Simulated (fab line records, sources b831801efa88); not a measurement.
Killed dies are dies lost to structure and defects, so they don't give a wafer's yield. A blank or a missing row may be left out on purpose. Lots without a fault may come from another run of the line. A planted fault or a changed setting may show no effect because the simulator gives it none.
fab line records | flow sky130
record lots=12 wafers=36 last_day=50
route steps=708 shown FIELD_ISO@1 VT_ADJUST_HVTP@92 VIA2@507 PAD_OPEN@708
lots that met no fault: from a run of the same line without faults
start_h: hours from the record's first day to the start of the lot's first wafer shown | wait_h: hours since the lot's step before | " the same as in the row above | L1.1+2: a row that stands for several wafers | - no value, or no start given | * or withheld: withheld | < > ~ a bound
route shown NAME@n: a module of which the file shows steps, and the number in the route of the first | usual: mean/standard deviation of fault-free wafers | same: alike in all rows | chamber/n: place in a boat | sites: the reading at each site | _std_site: their standard deviation | _edge_site: outer sites' mean less inner sites' | radius_mm: how far each site lies from the wafer's centre | mask NAME#n: copy n | behind: the tool/chamber that last shaped the wafer | hold: why the lot was held/for how many hours/how that ended | device: the transistor (n, p or np) that didn't switch | end of line: the same wafers' tests at the end of the route | a step without rows: its recipe alone | killed: dies lost to structure and defects at the first sort, not the wafer's yield | map: a wafer's dies, x killed, . not, _ none there
set.NAME: the setting as run; set.NAME@STEP: as run at that earlier step | model.NAME: the simulator's own value behind a step, which no gauge read
steps of the route over a sample of lots; a table a step, a row a wafer
services: from which hour (start_h, from the record's first day; less than 0 if before it) a tool's chamber was out of use, for how many hours, and why
## steps
# step SKY_FIELD_ISO_BOW_MEAS_00
# recipe mode=bow
# usual INCOMING_BOW=0/6.5
# columns lot.wafer tool chamber start_h wait_h INCOMING_BOW[um]
L619.4 film_metro-03 - 15.06 - 8
L619.5 " - " " 7
L619.6 " - " " -3
L620.1 film_metro-03 - 20.00 - 4
L620.3 " - " " -11
L620.6 " - " " -3
L621.1 film_metro-04 - 25.00 - -3
L621.3 " - " " 3
L621.5 " - " " 3
L622.2 film_metro-03 - 30.02 - -2
L622.3 " - " " -7
L622.4 " - " " 0
L624.1 film_metro-04 - 40.00 - -17
L624.2 " - " " 2
L624.5 " - " " -1
L625.3 film_metro-03 - 45.04 - 3
L625.4 " - " " 4
L625.5 " - " " 8
L627.2 film_metro-03 - 55.02 - -4
L627.4 " - " " 8
L627.6 " - " " 0
L629.2 film_metro-03 - 65.02 - -5
L629.4 " - " " -12
L629.5 " - " " 2
L630.2 film_metro-04 - 70.02 - -15
L630.3 " - " " 16
L630.6 " - " " 11
L631.1 film_metro-03 - 75.00 - 7
L631.3 " - " " 0
L631.5 " - " " -10
L632.1 film_metro-03 - 80.00 - 4
L632.2 " - " " -5
L632.6 " - " " -2
L640.1 film_metro-04 - 120.00 - -4
L640.2 " - " " 2
L640.4 " - " " 7
# step SKY_VT_ADJUST_HVTP_CD_MEAS_07
# recipe target_cd_nm=380
# usual cd_nm=379.7/2.6
# columns lot.wafer tool chamber start_h wait_h cd_nm
L619.4 cd_sem-01 - 129.40 0.1 380.6
L619.5 " - " " 379.5
L619.6 " - " " 379.3
L620.1 cd_sem-01 - 133.06 0.1 382.6
L620.3 " - " " 382.1
L620.6 " - " " 381.6
L621.1 cd_sem-01 - 138.11 0.1 381.4
L621.3 " - " " 377.5
L621.5 " - " " 377.1
L622.2 cd_sem-01 - 147.12 0.1 380.0
L622.3 " - " " 382.6
L622.4 " - " " 380.4
L624.1 cd_sem-02 - 161.31 0.1 374.7
L624.2 " - " " 372.8
L624.5 " - " " 375.4
L625.3 cd_sem-01 - 165.60 0.1 382.1
L625.4 " - " " 381.2
L625.5 " - " " 382.4
L627.2 cd_sem-02 - 178.71 0.1 382.3
L627.4 " - " " 381.8
L627.6 " - " " 383.4
L629.2 cd_sem-01 - 192.11 0.1 381.9
L629.4 " - " " 379.5
L629.5 " - " " 381.9
L630.2 cd_sem-02 - 197.27 0.1 382.6
L630.3 " - " " 383.0
L630.6 " - " " 381.5
L631.1 cd_sem-02 - 207.99 0.1 379.7
L631.3 " - " " 380.8
L631.5 " - " " 380.3
L632.1 cd_sem-01 - 211.11 0.1 382.6
L632.2 " - " " 382.7
L632.6 " - " " 381.1
L640.1 cd_sem-01 - 261.84 0.1 380.1
L640.2 " - " " 379.8
L640.4 " - " " 380.5
# step SKY_VT_ADJUST_HVTP_OVL_MEAS_08
# usual VT_ADJUST_HVTP_OVL=-0.3/1.5
# columns lot.wafer tool chamber start_h wait_h VT_ADJUST_HVTP_OVL[nm]
L619.4 overlay-01 - 129.48 0.1 0.3
L619.5 " - " " -0.5
L619.6 " - " " -1.7
L620.1 overlay-01 - 133.18 0.1 4.9
L620.3 " - " " 3.0
L620.6 " - " " 2.2
L621.1 overlay-01 - 138.23 0.1 -0.7
L621.3 " - " " -2.3
L621.5 " - " " -0.9
L622.2 overlay-02 - 147.22 0.1 -1.7
L622.3 " - " " -1.6
L622.4 " - " " -0.9
L624.1 overlay-01 - 161.43 0.1 -1.8
L624.2 " - " " -2.3
L624.5 " - " " -0.8
L625.3 overlay-01 - 165.69 0.1 -1.1
L625.4 " - " " 0.0
L625.5 " - " " 0.4
L627.2 overlay-02 - 178.82 0.1 0.6
L627.4 " - " " 1.3
L627.6 " - " " 0.7
L629.2 overlay-01 - 192.22 0.1 -1.7
L629.4 " - " " -2.6
L629.5 " - " " -2.2
L630.2 overlay-01 - 197.37 0.1 0.5
L630.3 " - " " -0.7
L630.6 " - " " -0.3
L631.1 overlay-02 - 208.11 0.1 -0.7
L631.3 " - " " 0.3
L631.5 " - " " 0.6
L632.1 overlay-02 - 211.23 0.1 -0.8
L632.2 " - " " -0.3
L632.6 " - " " -1.2
L640.1 overlay-02 - 261.96 0.1 0.1
L640.2 " - " " -1.6
L640.4 " - " " -1.3
# step SKY_VIA2_HDPCVD_00
# recipe material=SiO2 target_thk_nm=1180 sigma_open_frac=0.3 time_s=196.7 temp_c=400 sih4_flow_sccm=60 pressure_mtorr=6
# usual run_length_s=225.0/0.63 sih4_flow_sccm=59.98/0.19
# columns lot.wafer tool chamber start_h wait_h run_length_s sih4_flow_sccm
L619.4 hdpcvd-02 0 822.93 0.1 225.3 59.93
L619.5 " 2 " " 224.5 59.95
L619.6 " 1 " " 226.0 60.04
L620.1 hdpcvd-01 2 829.92 0.0 224.9 59.61
L620.3 " 1 " " 224.2 59.91
L620.6 " 1 " " 224.2 59.91
L621.1 hdpcvd-02 0 835.39 0.0 225.8 60.12
L621.3 " 1 " " 225.7 59.59
L621.5 " 0 " " 225.4 60.29
L622.2 hdpcvd-02 2 849.18 0.0 224.3 60.07
L622.3 " 0 " " 225.5 59.63
L622.4 " 1 " " 226.3 59.57
L624.1 hdpcvd-02 0 867.80 0.0 225.2 60.43
L624.2 " 1 " " 225.8 60.16
L624.5 " 0 " " 225.5 60.12
L625.3 hdpcvd-01 2 875.96 0.0 225.2 60.09
L625.4 " 2 " " 225.1 60.06
L625.5 " 0 " " 224.9 59.86
L627.2 hdpcvd-02 0 890.08 0.0 225.3 60.15
L627.4 " 0 " " 225.7 60.27
L627.6 " 1 " " 226.4 59.97
L629.2 hdpcvd-01 1 907.17 0.0 224.4 60.01
L629.4 " 0 " " 224.3 59.76
L629.5 " 1 " " 224.7 59.95
L630.2 hdpcvd-01 1 911.66 0.0 224.3 60.05
L630.3 " 2 " " 224.8 60.21
L630.6 " 1 " " 224.5 59.96
L631.1 hdpcvd-01 1 927.99 0.0 224.5 59.99
L631.3 " 0 " " 224.4 60.01
L631.5 " 1 " " 224.5 59.96
L632.1 hdpcvd-01 0 943.12 0.0 224.5 60.28
L632.2 " 2 " " 224.4 59.94
L632.6 " 1 " " 215.2 60.15
L640.1 hdpcvd-01 1 977.62 0.0 224.3 60.43
L640.2 " 0 " " 224.3 59.97
L640.4 " 2 " " 216.1 59.99
# step SKY_VIA2_THK_MEAS_01
# recipe reads=SiO2_of_VIA2_HDPCVD_00
# usual VIA2_HDPCVD_THK=1176/12
# columns lot.wafer tool chamber start_h wait_h VIA2_HDPCVD_THK[nm]
L619.4 film_metro-01 - 823.02 0.0 1213
L619.5 " - " " 1187
L619.6 " - " " 1185
L620.1 film_metro-01 - 830.05 0.1 1183
L620.3 " - " " 1178
L620.6 " - " " 1169
L621.1 film_metro-04 - 835.51 0.1 1183
L621.3 " - " " 1183
L621.5 " - " " 1188
L622.2 film_metro-04 - 849.32 0.1 1178
L622.3 " - " " 1179
L622.4 " - " " 1172
L624.1 film_metro-01 - 867.92 0.1 1173
L624.2 " - " " 1177
L624.5 " - " " 1182
L625.3 film_metro-01 - 876.10 0.1 1188
L625.4 " - " " 1191
L625.5 " - " " 1191
L627.2 film_metro-03 - 890.22 0.1 1188
L627.4 " - " " 1184
L627.6 " - " " 1175
L629.2 film_metro-01 - 907.31 0.1 1192
L629.4 " - " " 1176
L629.5 " - " " 1180
L630.2 film_metro-01 - 911.79 0.1 1183
L630.3 " - " " 1155
L630.6 " - " " 1165
L631.1 film_metro-04 - 928.12 0.1 1174
L631.3 " - " " 1160
L631.5 " - " " 1172
L632.1 film_metro-03 - 943.25 0.1 1174
L632.2 " - " " 1171
L632.6 " - " " 1116
L640.1 film_metro-03 - 977.75 0.1 1161
L640.2 " - " " 1172
L640.4 " - " " 1112
# step SKY_PAD_OPEN_PROBE_99
# usual defect_limited_yield=82.7/1.8 killed_at_M0_to_M3=44/6.8 killed_at_M4_up=3.2/1.7 killed_at_contacts=24/4.9 killed_at_front_end=14/4.1 killed_at_other=0.2/0.51 killed_dies=85/8.7 killed_open=46/6.8 killed_short=39/6.1 sort_bin_3_pad_short=0.9/0.43 sort_bin_5_function=10.1/1.4 sort_bin_6_memory=6.3/1.1 sort_n_pass=407/8.7 sort_yield_pct=82.7/1.8
# same gross_dies=492 killed_at_back_side=0 sort_bin_4_leakage[%]=0 sort_bin_8_speed[%]=0
# columns lot.wafer tool chamber start_h wait_h defect_limited_yield[%] killed_at_M0_to_M3 killed_at_M4_up killed_at_contacts killed_at_front_end killed_at_other killed_dies killed_open killed_short sort_bin_3_pad_short[%] sort_bin_5_function[%] sort_bin_6_memory[%] sort_n_pass sort_yield_pct[%]
L624.1 prober-02 - 1109.37 0.1 81.7 54 4 23 9 0 90 46 44 0.8 12.4 5.1 402 81.7
L624.2 prober-02 - 1109.42 0.1 79.7 43 3 27 27 0 100 56 44 0.8 9.3 10.2 392 79.7
L624.5 prober-02 - 1109.57 0.2 81.7 42 2 32 14 0 90 48 42 1.2 10.6 6.5 402 81.7
# killed by level:class
L624.1 METAL1:geometric_particle:short=8 VIA3:geometric_particle:open=8 CONTACT:geometric_particle:open=8 METAL2:geometric_particle:short=8 LI_CONTACT:geometric_particle:open=7 VIA1:geometric_particle:short=6 VIA1:geometric_particle:open=6 METAL1:geometric_particle:open=4
L624.2 VIA1:geometric_particle:open=19 CONTACT:geometric_particle:open=8 LOCAL_INTERCONNECT:geometric_particle:short=7 FIELD_ISO:geometric_particle:open=6 SPACER:geometric_particle:short=6 LI_CONTACT:geometric_particle:open=6 FIELD_ISO:geometric_particle:short=5 VIA2:geometric_particle:open=5
L624.5 CONTACT:geometric_particle:open=19 VIA1:geometric_particle:open=10 METAL2:geometric_particle:short=7 VIA1:geometric_particle:short=5 VIA3:geometric_particle:open=5 POLY_GATE:geometric_particle:short=4 LI_CONTACT:geometric_particle:short=4 CONTACT:geometric_particle:short=4
## services
# columns tool chamber start_h hours kind
hdpcvd-02 - 802.24 6.0 pm
hdpcvd-01 - 814.76 2.3 repair
hdpcvd-01 - 817.91 5.5 pm
hdpcvd-02 - 855.77 0.9 repair
hdpcvd-02 2 891.11 3.0 repair
hdpcvd-01 - 950.25 15.0 pm
hdpcvd-01 0 950.25 15.0 vent_cycle
hdpcvd-01 1 950.25 15.0 vent_cycle
hdpcvd-01 2 950.25 15.0 vent_cycle
hdpcvd-01 0 965.25 - clean
hdpcvd-01 1 965.25 - clean
hdpcvd-01 2 965.25 - clean
## key
first_sign step=SKY_VIA2_HDPCVD_00 reading=run_length_s direction=down sigmas=15 usual=* struck=*
effect step=SKY_VIA2_THK_MEAS_01 reading=VIA2_HDPCVD_THK direction=down sigmas=5.2 usual=1176 struck=1114
met_at SKY_VIA2_HDPCVD_00
struck_lots L632,L640
struck_wafers L632.6,L640.4
not_acting_at SKY_FIELD_ISO_BOW_MEAS_00,SKY_VT_ADJUST_HVTP_CD_MEAS_07,SKY_VT_ADJUST_HVTP_OVL_MEAS_08
onset_between 927.99 943.12
fault kind=process_parameter_drift tool=hdpcvd-01 chamber=- onset_h=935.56 steps=SKY_VIA2_HDPCVD_00 channel=time_s offset=* shape=step end_h=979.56 scope=struck_wafers_only acts_in=* stated=*
